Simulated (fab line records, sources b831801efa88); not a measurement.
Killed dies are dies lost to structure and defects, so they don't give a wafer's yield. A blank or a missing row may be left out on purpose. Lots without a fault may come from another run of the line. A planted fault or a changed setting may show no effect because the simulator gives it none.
fab line records | flow sky130
record lots=12 wafers=36 last_day=50
route steps=708 shown METAL1@440 VIA1@473
lots that met no fault: from a run of the same line without faults
start_h: hours from the record's first day to the start of the lot's first wafer shown | wait_h: hours since the lot's step before | " the same as in the row above | L1.1+2: a row that stands for several wafers | - no value, or no start given | * or withheld: withheld | < > ~ a bound
route shown NAME@n: a module of which the file shows steps, and the number in the route of the first | usual: mean/standard deviation of fault-free wafers | same: alike in all rows | chamber/n: place in a boat | sites: the reading at each site | _std_site: their standard deviation | _edge_site: outer sites' mean less inner sites' | radius_mm: how far each site lies from the wafer's centre | mask NAME#n: copy n | behind: the tool/chamber that last shaped the wafer | hold: why the lot was held/for how many hours/how that ended | device: the transistor (n, p or np) that didn't switch | end of line: the same wafers' tests at the end of the route | a step without rows: its recipe alone | killed: dies lost to structure and defects at the first sort, not the wafer's yield | map: a wafer's dies, x killed, . not, _ none there
set.NAME: the setting as run; set.NAME@STEP: as run at that earlier step | model.NAME: the simulator's own value behind a step, which no gauge read
steps of the route over a sample of lots; a table a step, a row a wafer
services: from which hour (start_h, from the record's first day; less than 0 if before it) a tool's chamber was out of use, for how many hours, and why
## steps
# step SKY_METAL1_THK_MEAS_06
# recipe thk_meas_gauge=xrf reads=AlCu_of_METAL1_SPUTTER_02
# usual METAL1_ALCU_THK=252/3.6
# columns lot.wafer tool chamber start_h wait_h METAL1_ALCU_THK[nm]
L920.1 film_metro-02 - 744.36 0.1 248
L920.4 " - " " 249
L920.5 " - " " 250
L921.1 film_metro-02 - 755.88 0.1 253
L921.3 " - " " 247
L921.4 " - " " 251
L923.2 film_metro-02 - 769.15 0.1 246
L923.3 " - " " 250
L923.5 " - " " 249
L924.3 film_metro-02 - 774.72 0.1 251
L924.4 " - " " 253
L924.5 " - " " 253
L925.2 film_metro-04 - 782.84 0.1 258
L925.3 " - " " 255
L925.6 " - " " 256
L926.2 film_metro-04 - 791.80 0.1 253
L926.5 " - " " 252
L926.6 " - " " 251
L929.2 film_metro-01 - 823.38 0.1 250
L929.4 " - " " 251
L929.6 " - " " 254
L932.1 film_metro-04 - 839.72 0.1 252
L932.2 " - " " 251
L932.3 " - " " 253
L933.1 film_metro-02 - 848.42 0.1 248
L933.4 " - " " 251
L933.5 " - " " 247
L936.1 film_metro-01 - 872.11 0.1 261
L936.3 " - " " 258
L936.4 " - " " 260
L937.1 film_metro-02 - 881.52 0.1 251
L937.2 " - " " 252
L937.6 " - " " 256
L940.1 film_metro-02 - 898.08 0.1 254
L940.4 " - " " 257
L940.5 " - " " 255
# step SKY_METAL1_DESCUM_17
# recipe chemistry=O2 source_power_w=150 bias_power_w=0 pressure_mtorr=10 temp_c=40 time_s=8
# usual drypump_motor_current_A=5.9/0.43 oes_product_au=1.001/0.0073
# columns lot.wafer tool chamber start_h wait_h drypump_motor_current_A oes_product_au rf_hours_counter_h
L920.1 rie_metal-02 0 771.84 0.0 6.2 1.002 5
L920.4 " 1 " " 6.3 1.007 -
L920.5 " 0 " " 6.2 0.995 -
L921.1 rie_metal-03 0 783.38 0.0 5.0 0.996 7
L921.3 " 0 " " 5.0 0.999 -
L921.4 " 1 " " 5.9 0.997 -
L923.2 rie_metal-02 1 796.04 0.0 6.3 1.003 13
L923.3 " 1 " " 6.3 1.009 -
L923.5 " 0 " " 6.2 0.996 -
L924.3 rie_metal-01 0 801.82 0.0 6.3 1.002 -
L924.4 " 1 " " 5.8 1.006 -
L924.5 " 0 " " 6.3 1.002 -
L925.2 rie_metal-03 0 808.84 0.0 5.0 0.993 8
L925.3 " 1 " " 5.8 0.983 -
L925.6 " 0 " " 5.0 0.992 -
L926.2 rie_metal-03 0 817.84 0.0 5.0 1.001 8
L926.5 " 1 " " 5.9 0.995 -
L926.6 " 0 " " 5.0 0.999 -
L929.2 rie_metal-01 1 849.44 0.0 5.8 0.994 13
L929.4 " 1 " " 5.9 1.003 -
L929.6 " 0 " " 6.3 0.988 -
L932.1 rie_metal-01 0 865.84 0.0 6.3 1.004 8
L932.2 " 1 " " 5.8 1.014 13
L932.3 " 0 " " 6.3 0.998 -
L933.1 rie_metal-03 0 874.14 0.0 5.0 0.994 10
L933.4 " 0 " " 5.0 0.987 -
L933.5 " 0 " " 5.0 0.990 -
L936.1 rie_metal-03 1 898.24 0.0 5.9 0.997 16
L936.3 " 1 " " 5.9 0.998 -
L936.4 " 0 " " 5.0 1.006 -
L937.1 rie_metal-01 1 906.54 0.0 5.9 1.005 15
L937.2 " 0 " " 6.3 0.996 10
L937.6 " 1 " " 5.9 1.002 -
L940.1 rie_metal-02 0 922.84 0.0 6.2 1.002 12
L940.4 " 0 " " 6.2 1.016 -
L940.5 " 1 " " 6.2 1.011 -
# step SKY_VIA1_ETCH_15
# recipe target=SiO2 chemistry=C4F8/O2/Ar target_depth_nm=351 stop_on=TiN mask_material=KrF-thick source_w=1500 bias_w=1200 pressure_mtorr=40 c4f8_flow_sccm=withheld O2_flow_sccm=6 Ar_flow_sccm=300 time_s=54
# usual oes_product_au=0.981/0.0053
# columns lot.wafer tool chamber start_h wait_h oes_product_au rf_hours_counter_h
L920.1 rie_diel-02 3 799.74 0.0 0.982 6
L920.4 " 2 " " 0.985 1
L920.5 " 1 " " 0.981 -
L921.1 rie_diel-03 3 812.49 0.0 0.972 15
L921.3 " 0 " " 0.984 16
L921.4 " 1 " " 0.989 6
L923.2 rie_diel-03 2 824.77 0.0 0.976 10
L923.3 " 3 " " 0.977 16
L923.5 " 1 " " 0.991 -
L924.3 rie_diel-03 3 830.29 0.0 0.971 16
L924.4 " 1 " " 0.984 7
L924.5 " 0 " " 0.986 -
L925.2 rie_diel-04 0 836.66 0.0 0.978 14
L925.3 " 2 " " 0.985 13
L925.6 " 0 " " 0.984 -
L926.2 rie_diel-03 0 845.56 0.0 0.978 17
L926.5 " 3 " " 0.973 -
L926.6 " 2 " " 0.982 -
L929.2 rie_diel-04 1 877.44 0.0 0.976 16
L929.4 " 0 " " 0.984 15
L929.6 " 0 " " 0.981 -
L932.1 rie_diel-02 3 893.29 0.0 0.986 9
L932.2 " 2 " " 0.982 3
L932.3 " 0 " " 0.976 13
L933.1 rie_diel-02 2 901.47 0.0 0.989 4
L933.4 " 2 " " 0.977 -
L933.5 " 0 " " 0.982 -
L936.1 rie_diel-04 0 924.37 0.0 0.981 17
L936.3 " 3 " " 0.978 2
L936.4 " 1 " " 0.984 17
L937.1 rie_diel-04 0 932.56 0.0 0.983 17
L937.2 " 3 " " 0.972 3
L937.6 " 3 " " 0.976 -
L940.1 rie_diel-04 2 948.79 0.0 0.983 16
L940.4 " 3 " " 0.980 3
L940.5 " 3 " " 0.988 -
# step SKY_VIA1_CVD_21
# recipe material=W target_thk_nm=270 time_s=80.902 temp_c=400 pressure_torr=40
# usual chamber_pressure_Torr=39.98/0.095 heater_power_w=871/63
# columns lot.wafer tool chamber start_h wait_h chamber_pressure_Torr heater_power_w
L920.1 cvd_w-01 0 800.44 0.0 39.99 875
L920.4 " 0 " " 40.12 858
L920.5 " 0 " " 40.07 876
L921.1 cvd_w-02 1 813.19 0.0 39.78 896
L921.3 " 0 " " 40.14 934
L921.4 " 1 " " 39.93 895
L923.2 cvd_w-02 0 825.81 0.0 40.01 933
L923.3 " 1 " " 40.08 901
L923.5 " 0 " " 39.83 919
L924.3 cvd_w-02 0 831.02 0.1 39.91 950
L924.4 " 1 " " 39.99 904
L924.5 " 0 " " 40.18 942
L925.2 cvd_w-01 0 837.36 0.0 39.91 887
L925.3 " 0 " " 39.85 875
L925.6 " 0 " " 39.99 874
L926.2 cvd_w-01 1 846.27 0.0 39.92 786
L926.5 " 1 " " 39.76 759
L926.6 " 0 " " 40.06 889
L929.2 cvd_w-02 0 878.14 0.0 40.05 931
L929.4 " 1 " " 40.00 892
L929.6 " 1 " " 40.02 921
L932.1 cvd_w-01 0 893.99 0.0 42.42 901
L932.2 " 1 " " 40.09 794
L932.3 " 0 " " 42.33 874
L933.1 cvd_w-01 1 902.17 0.0 39.98 789
L933.4 " 0 " " 42.45 872
L933.5 " 1 " " 39.85 793
L936.1 cvd_w-02 1 925.07 0.0 40.03 905
L936.3 " 1 " " 40.08 900
L936.4 " 0 " " 40.13 958
L937.1 cvd_w-02 0 933.32 0.0 39.80 948
L937.2 " 1 " " 39.78 905
L937.6 " 0 " " 39.92 921
L940.1 cvd_w-02 0 949.49 0.0 39.90 925
L940.4 " 0 " " 39.96 958
L940.5 " 0 " " 39.95 935
## services
# columns tool chamber start_h hours kind
rie_diel-04 0 754.58 4.4 repair
rie_diel-02 3 777.99 4.9 repair
rie_diel-04 1 786.71 3.7 repair
rie_diel-02 - 796.33 1.8 repair
rie_diel-04 3 817.05 - clean
rie_diel-04 3 817.05 21.3 scheduled_down
rie_diel-04 3 817.05 21.3 vent_cycle
rie_diel-02 - 818.34 0.3 repair
rie_diel-04 - 848.90 2.8 pm
cvd_w-02 - 851.43 3.9 repair
cvd_w-02 1 865.56 6.6 repair
rie_diel-04 - 879.80 0.5 repair
rie_diel-02 1 880.51 6.1 repair
rie_metal-02 1 882.65 29.8 repair
rie_metal-03 - 886.73 1.2 repair
rie_diel-02 - 888.17 0.2 repair
rie_metal-01 0 890.74 2.3 repair
cvd_w-01 - 904.00 14.0 pm
cvd_w-01 0 904.00 14.0 vent_cycle
rie_diel-02 0 918.92 4.0 repair
rie_diel-02 3 927.72 2.9 repair
rie_metal-01 - 931.59 0.7 repair
rie_diel-04 1 939.29 1.6 repair
rie_diel-02 2 948.34 9.8 repair
## key
first_sign step=SKY_VIA1_CVD_21 reading=chamber_pressure_Torr direction=up sigmas=25 usual=39.98 struck=42.40
effect none on later readings
met_at SKY_VIA1_CVD_21
struck_lots L932,L933
struck_wafers L932.1,L932.3,L933.4
not_acting_at SKY_METAL1_THK_MEAS_06,SKY_METAL1_DESCUM_17,SKY_VIA1_ETCH_15
onset_between 846.27 893.99
fault kind=process_parameter_drift tool=cvd_w-01 chamber=0 onset_h=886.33 steps=SKY_VIA1_CVD_21 channel=pressure_torr offset=2.3091 shape=step end_h=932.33 acts_in=these_recipes_only stated=40
